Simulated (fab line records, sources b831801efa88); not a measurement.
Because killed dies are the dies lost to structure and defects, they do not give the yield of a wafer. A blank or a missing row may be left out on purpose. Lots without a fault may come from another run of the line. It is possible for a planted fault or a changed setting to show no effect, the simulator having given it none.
A struck lot beside a sound one ; flow sky130 ; 24 steps out of a route of 708
Sound: these wafers, L762.2, L762.3, L762.4. Struck: wafers L775.2, L775.4, L775.5. The cause is given at the end.
Each step with rows lists, per side, the tool, then ch with its chambers, then its first start. Under that, the readings that differ: sound wafers ; struck wafers ; difference of the means ; sigmas: that difference in standard deviations of wafers without a fault.
alike: a reading whose means differ by less than 2 such deviations, as well as words and numbers matching on both sides. not compared: withheld readings; readings where some wafer has no value; bounds like >300 that might hide an equal value; numbers whose values overlap and for which the record gives no deviation.
A row with sigmas, a row that says differs or no value, or rows on one side alone: a step with any of these is where the two part. Numbers that have no deviation but don't overlap get no sigmas and don't part them. A reading missing from all wafers of one side parts the sides only when that side holds two or more wafers.

SKY_METAL3_METAL_ETCH_18: etches the open film in Cl2/BCl3, stops on SiO2, target depth 845 nm, time 183.1 s.
  sound on rie_metal-03 ch 0,1, day 39 00:11; struck on rie_metal-04 ch 0,1, day 43 03:52
  alike: drypump_motor_current_A, oes_product_au, throttle_valve_pct
  not compared: rf_hours_counter_h
SKY_METAL3_STRIP_19: strips in O2/N2.
  sound on plasma_asher-03 ch 0,1, day 39 00:22; struck on plasma_asher-01 ch 0,1, day 43 04:02
  alike: drypump_motor_current_A, oes_product_au, strip_time_to_endpoint_s
  not compared: rf_hours_counter_h
then, 4 steps without rows for these wafers: SKY_METAL3_STRIP_20 (strips in post etch residue remover, time 1200 s); SKY_METAL3_CLEAN_21 (cleans in IPA, time 180 s); SKY_METAL3_CLEAN_22 (cleans in O3/DIW); SKY_VIA3_HDPCVD_00 (deposits SiO2, target thk 1635 nm, time 272.5 s).
SKY_VIA3_THK_MEAS_01:
  sound: film_metro-01 at day 39 01:09; struck: film_metro-01 at day 43 04:49
  alike: VIA3_HDPCVD_THK
SKY_VIA3_CMP_02: polishes SiO2.
  sound on cmp-01 ch 0,1,3, day 39 05:03; struck on cmp-01 ch 1,2, day 43 04:52
  alike: motor_current_A
SKY_VIA3_BOW_MEAS_03:
  sound: film_metro-03 at day 39 05:22; struck: film_metro-01 at day 43 05:11
  alike: VIA3_BOW
then, 3 steps without rows for these wafers: SKY_VIA3_DEHYDRATE_04 (time 60 s); SKY_VIA3_HMDS_05 (prime time 60 s); SKY_VIA3_COAT_06 (resist thk 60 nm).
SKY_VIA3_COAT_07: resist thk 450 nm.
  sound on litho_track-04 ch 0, day 39 16:00; struck on litho_track-03 ch 0, day 43 16:00
reading;sound;struck;difference;sigmas
spin_speed_rpm (rpm);2996.8 3001.4 2999.1;3230.2 3229.2 3226.7;+229.6;+99 or more
model.KrF-thick_of_VIA3_COAT_07.thk_nm (nm);448.8 449 449;434.5 434.1 434.4;-14.6;
  alike: chill_plate_temp_C, exhaust_pa
then, 4 steps without rows for these wafers: SKY_VIA3_SOFTBAKE_08 (time 90 s); SKY_VIA3_EXPOSE_09 (exposes mask VIM3, target cd 200 nm); SKY_VIA3_PEB_10; SKY_VIA3_DEVELOP_11 (develop time 60 s).
SKY_VIA3_CD_MEAS_12: target cd 200 nm.
  sound: cd_sem-01 at day 40 05:11; struck: cd_sem-02 at day 44 03:59
  alike: cd_nm
SKY_VIA3_OVL_MEAS_13:
  sound: overlay-01 at day 40 05:18; struck: overlay-01 at day 44 04:06
  alike: VIA3_OVL
SKY_VIA3_ETCH_14: etches BARC in N2/H2, stops on SiO2, time 45.9 s, target depth 60 nm.
  sound on rie_diel-02 ch 1,2,3, day 40 05:20; struck on rie_diel-02 ch 0,2,3, day 44 04:08
  alike: drypump_motor_current_A, oes_product_au, throttle_valve_pct
  not compared: rf_hours_counter_h
SKY_VIA3_ETCH_15: etches SiO2 in C4F8/O2/Ar, stops on TiN, target depth 507 nm, time 78 s.
  sound on rie_diel-02 ch 1,2,3, day 40 05:22; struck on rie_diel-02 ch 0,2,3, day 44 04:10
reading;sound;struck;difference;sigmas
model.KrF-thick_of_VIA3_COAT_07.thk_nm (nm);287 288.2 289.3;273.5 273.2 274.5;-14.4;
  alike: oes_product_au
  not compared: rf_hours_counter_h
SKY_VIA3_STRIP_16: strips in O2/N2.
  sound on plasma_asher-03 ch 0,1, day 40 05:26; struck on plasma_asher-03 ch 1, day 44 04:14
reading;sound;struck;difference;sigmas
strip_time_to_endpoint_s (s);4.080 4.096 4.122;3.945 3.958 3.965;-0.143;-7
  alike: drypump_motor_current_A, oes_product_au
  not compared: rf_hours_counter_h
then, 1 step without rows for these wafers: SKY_VIA3_STRIP_17 (strips in post etch residue remover, time 1200 s).
-- the record jumps here: 5 days lie between the struck wafers' starts before and after (it left off in module VIA3 and takes up again in module PAD_OPEN, whose first step shown is number 708 of the route) --
SKY_PAD_OPEN_PROBE_99:
  sound: prober-02 at day 46 03:26; struck: prober-01 at day 49 11:22
  alike: defect_limited_yield, killed_at_M0_to_M3, killed_at_M4_up, killed_at_contacts, killed_at_front_end, killed_at_other, killed_dies, killed_on_rim, killed_open, killed_short, sort_bin_3_pad_short, sort_bin_5_function, sort_bin_6_memory, sort_n_pass, sort_yield_pct

## WHERE THEY PART
Earliest at SKY_VIA3_COAT_07; latest, in this record, at SKY_VIA3_STRIP_16. Later steps at which nothing parts them and some readings are alike: SKY_PAD_OPEN_PROBE_99.

WHY: whatever the simulator had introduced
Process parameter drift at SKY_VIA3_COAT_07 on litho_track-03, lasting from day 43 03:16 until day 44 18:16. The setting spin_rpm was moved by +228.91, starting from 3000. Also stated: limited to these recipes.
